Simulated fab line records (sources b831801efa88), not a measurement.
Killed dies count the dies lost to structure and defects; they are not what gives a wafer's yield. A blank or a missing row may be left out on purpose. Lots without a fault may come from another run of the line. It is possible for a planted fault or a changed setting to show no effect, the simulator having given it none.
fab line records	flow sky130
record lots=5	wafers=15	lastDay=50
route steps=708 shown SONOS_ONO@182 GATE_OXIDE@187 POLY_GATE@204 RES_PROTECT@206 PAD_OPEN@708
lots with no fault: from the same line, run without faults
startH: hours from the record's opening day to when the first of the lot's shown wafers began	waitH: hours since the lot's step before	" identical to the entry in the row above	L1.1+2: a row that stands for several wafers	- value missing, or start not given	* or withheld: withheld	< > ~ a bound
route shown NAME@n: names a module that has steps shown in the file, with the first one's number in the route	usual: mean/standard deviation taken from wafers without a fault	same: alike in all rows	chamber/n: place in a boat	sites: readings site by site	_std_site: their standard deviation	_edge_site: mean of outer sites minus mean of inner sites	radiusMm: for every site, how far away it sits from the centre of the wafer	mask NAME#n: copy n	behind: the tool/chamber that last shaped the wafer	hold: reason for holding the lot/hours on hold/outcome of the hold	device: names the non-switching transistor (n, p or np)	end of line: at the end of the route, the tests of the same wafers	step lacking rows: just its recipe	killed: dies lost to structure and defects at the first sort, not the wafer's yield	map: a wafer's dies, x killed, . not, _ none there
set.NAME: the setting as run; set.NAME@STEP: as run at that earlier step	model.NAME: the simulator's own value behind a step, which no gauge read
certain route steps with their lots: each step a table, each wafer a row
services: a tool's chamber out of use, with start hour (startH, from the record's first day; less than 0 if before it), hours out, and reason
## steps
# step SKY_SONOS_ONO_OVL_MEAS_14
# usual SONOS_ONO_OVL=0.9/1.6
lot.wafer	tool	chamber	startH	waitH	SONOS_ONO_OVL[nm]
L162.1	overlay-02	-	286.10	0.1	0.6
L162.3	"	-	"	"	0.7
L162.5	"	-	"	"	1.8
L163.2	overlay-02	-	299.50	0.1	-0.2
L163.3	"	-	"	"	-0.5
L163.6	"	-	"	"	1.7
L176.1	overlay-02	-	396.30	0.1	2.0
L176.4	"	-	"	"	2.3
L176.5	"	-	"	"	0.9
L178.1	overlay-01	-	427.60	0.1	0.8
L178.2	"	-	"	"	1.8
L178.4	"	-	"	"	1.6
L184.1	overlay-02	-	472.24	0.1	0.6
L184.3	"	-	"	"	0.6
L184.5	"	-	"	"	1.1
# step SKY_SONOS_ONO_ETCH_15
# recipe targetDepthNm=19.52	chemistry=CHF3/O2	sourceW=600	biasW=200	pressureMtorr=40	chf3FlowSccm=50	O2_flow_sccm=5	timeS=7.8
# usual drypumpMotorCurrentA=5.7/0.53	oesProductAu=0.999/0.011	throttleValvePct=8.824/0.0097
# same timeS=7.8
lot.wafer	tool	chamber	startH	waitH	drypumpMotorCurrentA	oesProductAu	rfHoursCounterH	throttleValvePct
L162.1	rieDiel-04	3	286.14	0.0	5.0	1.000	71	8.815
L162.3	"	2	"	"	6.2	1.002	4	8.825
L162.5	"	1	"	"	4.9	0.993	-	8.819
L163.2	rieDiel-02	2	299.53	0.0	5.9	1.004	5	8.820
L163.3	"	1	"	"	6.0	0.990	48	8.812
L163.6	"	3	"	"	5.6	1.013	-	8.839
L176.1	rieDiel-03	1	396.34	0.0	4.9	1.024	75	8.834
L176.4	"	2	"	"	5.7	0.997	8	8.830
L176.5	"	3	"	"	6.6	1.027	-	8.838
L178.1	rieDiel-03	3	427.63	0.0	6.6	1.014	7	8.836
L178.2	"	1	"	"	4.9	1.015	75	8.827
L178.4	"	2	"	"	5.7	1.002	9	8.824
L184.1	rieDiel-04	3	472.28	0.0	5.0	0.998	73	8.808
L184.3	"	2	"	"	6.2	1.019	6	8.828
L184.5	"	1	"	"	4.9	1.005	-	8.823
# step SKY_SONOS_ONO_WET_ETCH_16
# recipe chemistry=dHF	targetDepthNm=14	dry=n2Spin	target=SiO2	dilution=100:1	tempC=25	timeS=280
# step SKY_SONOS_ONO_STRIP_17
# recipe chemistry=O2/N2	powerW=1400	pressureMtorr=1500	platenTempC=withheld	o2FlowSccm=3000	n2FlowSccm=300	overashFraction=0.5
# usual drypumpMotorCurrentA=5.6/0.3	oesProductAu=0.709/0.0043	stripTimeToEndpointS=14.09/0.038
lot.wafer	tool	chamber	startH	waitH	drypumpMotorCurrentA	oesProductAu	rfHoursCounterH	stripTimeToEndpointS
L162.1	plasmaAsher-03	1	286.24	0.0	5.9	0.709	60	14.08
L162.3	"	1	"	"	5.9	0.706	-	14.10
L162.5	"	0	"	"	5.2	0.714	-	14.08
L163.2	plasmaAsher-02	1	299.65	0.0	5.7	0.703	47	14.11
L163.3	"	1	"	"	5.7	0.711	-	14.10
L163.6	"	1	"	"	5.7	0.705	-	14.08
L176.1	plasmaAsher-04	1	396.44	0.0	5.7	0.699	26	14.02
L176.4	"	0	"	"	6.1	0.716	-	14.06
L176.5	"	1	"	"	5.7	0.711	-	14.06
L178.1	plasmaAsher-02	0	427.74	0.0	5.4	0.711	61	14.19
L178.2	"	1	"	"	5.7	0.713	61	14.13
L178.4	"	0	"	"	5.3	0.703	-	14.16
L184.1	plasmaAsher-04	0	472.39	0.0	6.1	0.703	34	14.08
L184.3	"	0	"	"	6.1	0.718	-	14.07
L184.5	"	0	"	"	6.1	0.710	-	14.07
# step SKY_SONOS_ONO_WET_ETCH_18
# recipe chemistry=H3PO4	targetDepthNm=15	target=Si3N4	tempC=160	timeS=172
# step SKY_GATE_OXIDE_CLEAN_00
# recipe chemistry=SC1/SC2	mix=1:4:20	tempC=70	timeS=150	dry=n2Spin
# step SKY_GATE_OXIDE_OXIDATION_01
# recipe tempC=900	ambient=O2	stabiliseS=600	purgeS=300	targetThkA=102.68	oxTimeS=1473
# step SKY_GATE_OXIDE_THK_MEAS_02
# recipe reads=SiO2_of_GATE_OXIDE_OXIDATION_01
# usual GATE_OXIDE_OXIDATION_00_THK=10.32/0.19
lot.wafer	tool	chamber	startH	waitH	GATE_OXIDE_OXIDATION_00_THK[nm]
L162.1	filmMetro-02	-	289.50	0.0	10.40
L162.3	"	-	"	"	10.25
L162.5	"	-	"	"	10.15
L163.2	filmMetro-01	-	301.67	0.0	10.44
L163.3	"	-	"	"	10.56
L163.6	"	-	"	"	10.64
L176.1	filmMetro-01	-	399.92	0.0	10.47
L176.4	"	-	"	"	10.28
L176.5	"	-	"	"	10.29
L178.1	filmMetro-01	-	429.36	0.0	10.15
L178.2	"	-	"	"	10.41
L178.4	"	-	"	"	10.33
L184.1	filmMetro-04	-	474.01	0.0	10.19
L184.3	"	-	"	"	10.47
L184.5	"	-	"	"	10.37
# step SKY_GATE_OXIDE_DEHYDRATE_03
# recipe tempC=200	timeS=60
# step SKY_GATE_OXIDE_HMDS_04
# recipe primeTimeS=60	primeTempC=120
# step SKY_GATE_OXIDE_COAT_05
# recipe resist=NOVOLAK	spinRpm=3000	resistThkNm=1140
# step SKY_GATE_OXIDE_SOFTBAKE_06
# recipe tempC=90	timeS=60	resist=NOVOLAK
# step SKY_GATE_OXIDE_EXPOSE_07
# recipe maskId=LVOM	na=0.6	sourceShape=conventional	sigmaOuter=0.6	polarization=unpolarized	targetCdNm=600	doseMj=170
lot.wafer	tool	chamber	startH	waitH	mask
L162.1+3+5	ilineStepper-01	0	302.66	-	LVOM#0
L163.2+3+6	ilineStepper-01	0	313.93	-	LVOM#0
L176.1+4+5	ilineStepper-01	0	415.96	-	LVOM#0
L178.1+2+4	ilineStepper-02	0	445.05	-	LVOM#0
L184.1+3+5	ilineStepper-01	0	489.40	-	LVOM#0
# step SKY_GATE_OXIDE_PEB_08
# recipe tempC=withheld	timeS=*	resist=NOVOLAK
# step SKY_GATE_OXIDE_DEVELOP_09
# recipe resist=NOVOLAK	developer=TMAH	developTimeS=60	devTempC=23
# step SKY_GATE_OXIDE_OVL_MEAS_10
# usual GATE_OXIDE_OVL=0.5/1.1
lot.wafer	tool	chamber	startH	waitH	GATE_OXIDE_OVL[nm]
L162.1	overlay-01	-	315.46	0.1	-0.4
L162.3	"	-	"	"	0.0
L162.5	"	-	"	"	-0.2
L163.2	overlay-01	-	327.32	0.1	1.5
L163.3	"	-	"	"	-1.1
L163.6	"	-	"	"	0.2
L176.1	overlay-01	-	430.51	0.1	2.0
L176.4	"	-	"	"	3.6
L176.5	"	-	"	"	1.8
L178.1	overlay-02	-	460.43	0.1	0.6
L178.2	"	-	"	"	1.4
L178.4	"	-	"	"	0.6
L184.1	overlay-01	-	504.43	0.1	-0.2
L184.3	"	-	"	"	1.3
L184.5	"	-	"	"	1.2
# step SKY_GATE_OXIDE_IMPLANT_11
# recipe species=B	energyKev=10	doseCm2=2.6e+12	tiltDeg=withheld
# step SKY_GATE_OXIDE_WET_ETCH_12
# recipe chemistry=dHF	targetDepthNm=16.8	dry=n2Spin	target=SiO2	dilution=100:1	tempC=25	timeS=336
# step SKY_GATE_OXIDE_STRIP_13
# recipe chemistry=O2/N2	powerW=1400	pressureMtorr=1500	platenTempC=withheld	o2FlowSccm=3000	n2FlowSccm=300	overashFraction=0.5
# usual drypumpMotorCurrentA=5.69/0.26	oesProductAu=0.716/0.0045	stripTimeToEndpointS=14.16/0.044
lot.wafer	tool	chamber	startH	waitH	drypumpMotorCurrentA	oesProductAu	rfHoursCounterH	stripTimeToEndpointS
L162.1	plasmaAsher-01	0	315.76	0.0	5.53	0.718	63	14.19
L162.3	"	1	"	"	5.42	0.714	-	14.18
L162.5	"	0	"	"	5.51	0.711	-	14.20
L163.2	plasmaAsher-01	1	327.60	0.0	5.38	0.722	64	14.15
L163.3	"	0	"	"	5.51	0.722	-	14.12
L163.6	"	1	"	"	5.43	0.719	-	14.12
L176.1	plasmaAsher-02	0	430.80	0.0	5.38	0.720	62	14.15
L176.4	"	1	"	"	5.68	0.713	-	14.12
L176.5	"	1	"	"	5.68	0.718	-	14.16
L178.1	plasmaAsher-04	0	460.82	0.0	6.11	0.720	33	14.19
L178.2	"	1	"	"	5.70	0.711	33	14.18
L178.4	"	0	"	"	6.13	0.713	-	14.12
L184.1	plasmaAsher-04	0	504.82	0.0	6.09	0.711	36	14.21
L184.3	"	0	"	"	6.13	0.714	-	14.18
L184.5	"	0	"	"	6.10	0.716	-	14.16
# step SKY_GATE_OXIDE_TW_MEAS_14
# usual GATE_OXIDE_TW=223.0/2
lot.wafer	tool	chamber	startH	waitH	GATE_OXIDE_TW
L162.1	filmMetro-01	-	315.86	0.1	221.7
L162.3	"	-	"	"	221.2
L162.5	"	-	"	"	222.8
L163.2	filmMetro-02	-	327.71	0.1	225.0
L163.3	"	-	"	"	225.5
L163.6	"	-	"	"	225.6
L176.1	filmMetro-04	-	430.90	0.1	221.0
L176.4	"	-	"	"	219.9
L176.5	"	-	"	"	220.3
L178.1	filmMetro-04	-	460.92	0.1	221.4
L178.2	"	-	"	"	222.0
L178.4	"	-	"	"	220.8
L184.1	filmMetro-01	-	504.92	0.1	222.6
L184.3	"	-	"	"	224.3
L184.5	"	-	"	"	223.2
# step SKY_GATE_OXIDE_CLEAN_15
# recipe chemistry=SC1/SC2	mix=1:4:20	tempC=70	timeS=150	dry=n2Spin
# step SKY_GATE_OXIDE_OXIDATION_16
# recipe tempC=800	ambient=O2	idleTempC=700	rampUpCPerMin=10	rampDownCPerMin=3	stabiliseS=600	purgeS=300	targetThkA=35.7	oxTimeS=1915
# step SKY_POLY_GATE_CVD_00
# recipe material=poly-Si	targetThkNm=180	tempC=620	timeS=720	pressureMtorr=200
# step SKY_POLY_GATE_THK_MEAS_01
# recipe reads=poly-Si_of_POLY_GATE_CVD_00
# usual POLY_GATE_CVD_00_THK=179.2/1.6
lot.wafer	tool	chamber	startH	waitH	POLY_GATE_CVD_00_THK[nm]
L162.1	filmMetro-04	-	320.27	0.0	178.6
L162.3	"	-	"	"	179.1
L162.5	"	-	"	"	178.4
L163.3	filmMetro-02	-	331.89	0.0	179.2
L163.6	"	-	"	"	179.6
L176.1	filmMetro-04	-	434.36	0.0	177.9
L176.4	"	-	"	"	179.9
L176.5	"	-	"	"	179.8
L178.1	filmMetro-02	-	477.70	0.0	181.0
L178.2	"	-	"	"	180.6
L178.4	"	-	"	"	179.0
L184.1	filmMetro-04	-	507.82	0.0	178.3
L184.3	"	-	"	"	180.0
L184.5	"	-	"	"	178.0
# step SKY_RES_PROTECT_DEHYDRATE_00
# recipe tempC=200	timeS=60
# step SKY_RES_PROTECT_HMDS_01
# recipe primeTimeS=60	primeTempC=120
# step SKY_RES_PROTECT_COAT_02
# recipe resist=NOVOLAK	spinRpm=3000	resistThkNm=1140
# step SKY_RES_PROTECT_SOFTBAKE_03
# recipe tempC=90	timeS=60	resist=NOVOLAK
# step SKY_RES_PROTECT_EXPOSE_04
# recipe maskId=RPM	na=0.6	sourceShape=conventional	sigmaOuter=0.6	polarization=unpolarized	targetCdNm=1270	doseMj=131
# step SKY_RES_PROTECT_PEB_05
# recipe tempC=withheld	timeS=*	resist=NOVOLAK
# step SKY_RES_PROTECT_DEVELOP_06
# recipe resist=NOVOLAK	developer=TMAH	developTimeS=60	devTempC=23
# step SKY_POLY_GATE_IMPLANT_02
# recipe species=P	energyKev=30	doseCm2=7.7e+15	tiltDeg=0
# step SKY_RES_PROTECT_STRIP_07
# recipe chemistry=O2/N2	powerW=1400	pressureMtorr=1500	platenTempC=withheld	o2FlowSccm=3000	n2FlowSccm=300	overashFraction=0.5
# usual drypumpMotorCurrentA=5.53/0.24	oesProductAu=0.517/0.0043	stripTimeToEndpointS=23.28/0.033
lot.wafer	tool	chamber	startH	waitH	drypumpMotorCurrentA	oesProductAu	rfHoursCounterH	stripTimeToEndpointS
L162.1	plasmaAsher-03	0	346.85	0.1	5.20	0.525	67	23.23
L162.3	"	0	"	"	5.19	0.521	-	23.23
L162.5	"	1	"	"	5.92	0.513	-	23.21
L163.3	plasmaAsher-01	1	359.66	0.1	5.39	0.525	-	23.31
L163.6	"	0	"	"	5.54	0.519	-	23.29
L176.1	plasmaAsher-02	0	465.13	0.1	5.35	0.523	66	23.33
L176.4	"	0	"	"	5.38	0.526	-	23.32
L176.5	"	0	"	"	5.35	0.511	-	23.27
L178.1	plasmaAsher-02	0	507.53	0.1	5.38	0.513	70	23.25
L178.2	"	1	"	"	5.72	0.514	70	23.24
L178.4	"	0	"	"	5.40	0.519	-	23.29
L184.1	plasmaAsher-01	0	537.93	0.1	5.50	0.514	83	23.24
L184.3	"	1	"	"	5.46	0.518	-	23.25
L184.5	"	0	"	"	5.52	0.513	-	23.27
# step SKY_RES_PROTECT_TW_MEAS_08
# usual POLY_GATE_TW=4026/21
lot.wafer	tool	chamber	startH	waitH	POLY_GATE_TW
L162.1	filmMetro-02	-	346.95	0.1	4036
L162.3	"	-	"	"	4044
L162.5	"	-	"	"	4063
L163.3	filmMetro-01	-	359.75	0.1	4019
L163.6	"	-	"	"	4020
L176.1	filmMetro-01	-	465.23	0.1	4022
L176.4	"	-	"	"	4035
L176.5	"	-	"	"	4031
L178.1	filmMetro-03	-	507.63	0.1	3991
L178.2	"	-	"	"	3983
L178.4	"	-	"	"	3994
L184.1	filmMetro-03	-	538.03	0.1	4016
L184.3	"	-	"	"	4031
L184.5	"	-	"	"	4005
# step SKY_RES_PROTECT_CLEAN_09
# recipe chemistry=SC1/SC2	mix=1:4:20	tempC=70	timeS=150	dry=n2Spin
# step SKY_POLY_GATE_CVD_03
# recipe material=Si3N4	precursor=DCS/NH3	targetThkNm=75	tempC=770	timeS=1290	pressureMtorr=250
# step SKY_POLY_GATE_THK_MEAS_04
# recipe reads=Si3N4_of_POLY_GATE_CVD_03
# usual POLY_GATE_CVD_03_THK=74.9/0.78
lot.wafer	tool	chamber	startH	waitH	POLY_GATE_CVD_03_THK[nm]
L162.1	filmMetro-03	-	349.84	0.0	74.3
L162.3	"	-	"	"	74.7
L162.5	"	-	"	"	74.5
L163.3	filmMetro-02	-	361.60	0.0	74.3
L163.6	"	-	"	"	74.2
L176.1	filmMetro-04	-	466.70	0.0	74.7
L176.4	"	-	"	"	75.5
L176.5	"	-	"	"	75.2
L178.1	filmMetro-03	-	509.85	0.0	76.4
L178.2	"	-	"	"	76.5
L178.4	"	-	"	"	76.3
L184.1	filmMetro-04	-	539.50	0.0	75.1
L184.3	"	-	"	"	74.5
L184.5	"	-	"	"	75.2
# step SKY_POLY_GATE_DEHYDRATE_05
# recipe tempC=200	timeS=60
# step SKY_POLY_GATE_HMDS_06
# recipe primeTimeS=60	primeTempC=120
# step SKY_POLY_GATE_COAT_07
# recipe resist=BARC	tempC=withheld	timeS=withheld	spinRpm=3000	resistThkNm=110
# step SKY_POLY_GATE_COAT_08
# recipe resist=KrF-thick	spinRpm=3000	resistThkNm=450
# step SKY_POLY_GATE_SOFTBAKE_09
# recipe tempC=100	timeS=90	resist=KrF-thick
# step SKY_PAD_OPEN_PROBE_99
# usual killed_at_M0_to_M3=45/6.6	killed_at_M4_up=3.1/1.6	killedAtContacts=24/5	killedAtFrontEnd=14/4.4	killedAtOther=0.3/0.58	killedDies=87/9.2	killedOnRim=17/3.6	killedOpen=47/6.7	killedShort=40/6.4
# same grossDies=492	killedAtBackSide=0
lot.wafer	tool	chamber	startH	waitH	killed_at_M0_to_M3	killed_at_M4_up	killedAtContacts	killedAtFrontEnd	killedAtOther	killedDies	killedOnRim	killedOpen	killedShort
L162.1	prober-02	-	1078.55	0.1	47	5	22	12	0	86	21	44	42
L162.3	prober-02	-	1078.65	0.2	50	1	21	15	0	87	16	43	44
L162.5	prober-02	-	1078.75	0.2	46	5	21	17	0	89	21	46	43
L163.2	prober-01	-	1088.17	0.1	29	4	19	436	1	489	94	36	30
L163.3	prober-01	-	1088.22	0.2	54	3	21	14	1	93	16	45	48
L163.6	prober-01	-	1088.37	0.2	30	3	19	18	0	70	11	39	31
L176.1	prober-02	-	1157.11	0.1	34	3	25	11	0	73	16	37	36
L176.4	prober-02	-	1157.26	0.2	41	5	21	28	0	95	21	58	37
L176.5	prober-02	-	1157.31	0.2	50	6	29	14	2	101	23	53	48
L178.1	prober-01	-	1183.81	0.1	40	2	28	16	0	86	14	44	42
L178.2	prober-01	-	1183.86	0.1	40	3	39	16	1	99	22	53	46
L178.4	prober-01	-	1183.96	0.2	51	1	26	11	0	89	20	53	36
L184.1	prober-02	-	1200.70	0.1	39	2	25	7	3	76	16	37	39
L184.3	prober-02	-	1200.80	0.2	55	3	27	14	0	99	21	55	44
L184.5	prober-02	-	1200.90	0.2	48	2	21	14	0	85	20	44	41
# killed by level:class
L162.1 VIA1:geometricParticle:short=9 VIA1:geometricParticle:open=8 CONTACT:geometricParticle:open=8 METAL1:geometricParticle:short=7 METAL2:geometricParticle:short=7 LI_CONTACT:geometricParticle:open=6 VIA2:geometricParticle:open=6 POLY_GATE:geometricParticle:open=5
L162.3 VIA1:geometricParticle:open=10 METAL1:geometricParticle:short=8 CONTACT:geometricParticle:open=7 VIA2:geometricParticle:open=6 FIELD_ISO:geometricParticle:open=5 VIA1:geometricParticle:short=5 METAL2:geometricParticle:short=5 VIA3:geometricParticle:open=5
L162.5 VIA1:geometricParticle:open=11 VIA2:geometricParticle:open=7 VIA3:geometricParticle:open=7 CONTACT:geometricParticle:short=6 VIA1:geometricParticle:short=6 LI_CONTACT:geometricParticle:open=5 METAL1:geometricParticle:short=5 METAL4:geometricParticle:short=5
L163.2 GATE_OXIDE:areaExpose=423 LI_CONTACT:geometricParticle:open=7 METAL2:geometricParticle:short=5 LOCAL_INTERCONNECT:geometricParticle:short=4 CONTACT:geometricParticle:open=4 VIA3:geometricParticle:open=4 FIELD_ISO:geometricParticle:open=3 POLY_GATE:geometricParticle:open=3
L163.3 METAL1:geometricParticle:short=9 CONTACT:geometricParticle:open=8 VIA2:geometricParticle:open=8 LOCAL_INTERCONNECT:geometricParticle:short=7 VIA3:geometricParticle:open=7 VIA1:geometricParticle:open=6 METAL2:geometricParticle:short=6 METAL2:geometricParticle:open=5
L163.6 LI_CONTACT:geometricParticle:open=8 VIA1:geometricParticle:open=8 FIELD_ISO:geometricParticle:short=6 VIA2:geometricParticle:open=6 METAL2:geometricParticle:short=5 CONTACT:geometricParticle:open=5 FIELD_ISO:geometricParticle:open=4 POLY_GATE:geometricParticle:short=4
L176.1 CONTACT:geometricParticle:open=9 VIA1:geometricParticle:open=8 LI_CONTACT:geometricParticle:open=7 METAL2:geometricParticle:short=6 CONTACT:geometricParticle:short=6 METAL1:geometricParticle:short=6 FIELD_ISO:geometricParticle:short=3 POLY_GATE:geometricParticle:short=3
L176.4 VIA1:geometricParticle:open=12 VIA3:geometricParticle:open=8 FIELD_ISO:geometricParticle:open=6 POLY_GATE:geometricParticle:short=6 POLY_GATE:geometricParticle:open=6 LI_CONTACT:geometricParticle:open=6 LOCAL_INTERCONNECT:geometricParticle:short=5 CONTACT:geometricParticle:open=5
L176.5 VIA1:geometricParticle:open=15 CONTACT:geometricParticle:open=10 CONTACT:geometricParticle:short=8 VIA2:geometricParticle:short=6 METAL1:geometricParticle:short=6 FIELD_ISO:geometricParticle:open=5 LI_CONTACT:geometricParticle:open=5 VIA2:geometricParticle:open=5
L178.1 CONTACT:geometricParticle:open=11 CONTACT:geometricParticle:short=10 VIA3:geometricParticle:open=10 VIA1:geometricParticle:open=9 FIELD_ISO:geometricParticle:short=5 POLY_GATE:geometricParticle:short=5 LOCAL_INTERCONNECT:geometricParticle:short=5 METAL2:geometricParticle:short=3
L178.2 LI_CONTACT:geometricParticle:open=16 LOCAL_INTERCONNECT:geometricParticle:short=8 CONTACT:geometricParticle:open=7 VIA1:geometricParticle:open=7 VIA1:geometricParticle:short=6 POLY_GATE:geometricParticle:short=5 VIA2:geometricParticle:short=5 FIELD_ISO:geometricParticle:short=4
L178.4 VIA1:geometricParticle:open=13 VIA3:geometricParticle:open=9 LI_CONTACT:geometricParticle:open=8 CONTACT:geometricParticle:short=8 CONTACT:geometricParticle:open=7 METAL2:geometricParticle:short=5 VIA2:geometricParticle:open=5 VIA3:geometricParticle:short=5
L184.1 LI_CONTACT:geometricParticle:open=10 VIA2:geometricParticle:open=9 METAL2:geometricParticle:short=8 VIA1:geometricParticle:open=8 METAL1:geometricParticle:short=7 CONTACT:geometricParticle:open=5 CONTACT:geometricParticle:short=4 LI_CONTACT:geometricParticle:short=3
L184.3 VIA2:geometricParticle:open=12 VIA1:geometricParticle:open=11 CONTACT:geometricParticle:open=10 CONTACT:geometricParticle:short=7 METAL1:geometricParticle:short=7 LI_CONTACT:geometricParticle:open=6 VIA1:geometricParticle:short=6 VIA3:geometricParticle:open=5
L184.5 VIA1:geometricParticle:open=12 VIA1:geometricParticle:short=8 CONTACT:geometricParticle:open=7 LI_CONTACT:geometricParticle:open=6 VIA2:geometricParticle:open=5 VIA2:geometricParticle:short=5 VIA3:geometricParticle:open=5 FIELD_ISO:geometricParticle:short=4
# map L163.2 (x killed, . not)
__________xxxxxxxxxx_________
________xxxxxxxxxxxxxx_______
______xxxxxxxxxxxxxxxxxx_____
_____xxxxxxxxxxxxxxxxxxxx____
____xxxxxxxxxxxxxxxxxxxxxx___
___xxxxxxxxxxxxxxxxxxxxxxxx__
__xxxxxxxxxxxxxxxxxxxxxxxxxx_
_xxxxxxxxxxxxxxxxxxxxxxxxxxxx
_xxxxxxxxxxxxxxxxxxxxxxxxxxxx
_xxxxxxxxxxxxxxxxxxxxxxxxxxxx
_xxxxxxxxxxxxxxxxxxxxxxxxxxxx
_xxxxxxxxxxxxxxxxxxxxxxxxxxxx
_xxxxxxxxxxxxxxxxxxxxxxxxxxxx
_xxxxxxxxxxxxxxxxxxxxxxxxxxxx
_xxxxxxxxxxxxxxxxxxxxxxxxxxxx
__xxxxxxxxxxxxxxxxxxxxxxxxxx_
___x.xxxxxxxxxxxxxxxxxxxxxx__
____xxxxxxxxxxxxxxxxxxxxxx___
_____xxxxxxxxxxxxxxxxxxxx____
______xxxxxxxxxxxxxxxxxx_____
________xxxxx.xxxxxxxx_______
__________xxx.xxxxxx_________
# map L184.3 (x killed, . not)
__________x.xx...xx._________
________..........x..x_______
______........x...x....._____
_____.x.x..x.x...........____
____.x.x..x..x.x..xx.x....___
___xx.x......x..x...x..x..x__
__.x....x.x...............x._
_.x..x................x......
_....x.......x.x....x.....xx.
_x......x................x...
_.xx..x..x.x.x.......x..x....
_..x.....x...xx..x...........
_......x..x...x..x........x..
_x..x...xx...x.....x.........
_...............x.......x...x
__x...........x.xx..xxx..x.._
___....xx....xx........x...__
____........x.........x...___
_____.........xx....x....____
______x..x....xx......x._____
________....x..xx....._______
__________....x....._________
## services
tool	chamber	startH	hours	kind
rieDiel-04	0	268.77	3.7	repair
ilineStepper-01	-	273.09	1.7	pm
rieDiel-04	2	289.35	3.7	repair
plasmaAsher-01	-	296.79	3.3	repair
plasmaAsher-04	-	308.16	14.6	pm
rieDiel-02	-	321.37	2.8	pm
rieDiel-03	0	348.79	4.9	repair
ilineStepper-02	-	357.44	1.7	pm
rieDiel-04	-	384.77	15.6	pm
rieDiel-02	-	389.49	0.5	repair
plasmaAsher-04	-	397.59	2.8	pm
plasmaAsher-04	-	419.93	4.8	repair
plasmaAsher-03	-	421.25	9.0	pm
plasmaAsher-03	0	421.25	9.0	ventCycle
plasmaAsher-03	1	421.25	9.0	ventCycle
plasmaAsher-01	-	423.35	21.8	repair
plasmaAsher-03	0	430.25	-	clean
plasmaAsher-03	1	430.25	-	clean
rieDiel-04	1	485.45	23.2	repair
ilineStepper-01	-	491.27	1.7	pm
plasmaAsher-04	-	499.83	2.5	repair
rieDiel-02	1	519.62	1.9	repair
## key
firstSign step=SKY_PAD_OPEN_PROBE_99	reading=killedAtFrontEnd	direction=up	sigmas=97	usual=14	struck=436
effect step=SKY_PAD_OPEN_PROBE_99	reading=killedDies	direction=up	sigmas=44	usual=87	struck=489
moreKillsBornAt SKY_GATE_OXIDE_EXPOSE_07@ilineStepper-01=423
metAt SKY_GATE_OXIDE_EXPOSE_07
struckWafers L163.2
laterRowsLeftOut L163.2
testerLeftOut L163
onsetBetween 302.66 313.93
fault kind=processParameterDrift	tool=ilineStepper-01	chamber=-	onsetH=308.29	steps=SKY_GATE_OXIDE_EXPOSE_07	channel=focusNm	offset=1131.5	shape=step	endH=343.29	scope=struckWafersOnly
# testerLeftOut: of these lots the tester's yield and bins aren't shown, on N5 and GAA mostly nor the transistor test; their killed dies are dies lost to structure and defects alone, not to doping, threshold or leakage, so they don't give the yield
# laterRowsLeftOut: the simulator's readings of these wafers behind a module that went badly wrong aren't trusted and aren't shown, but for the sort
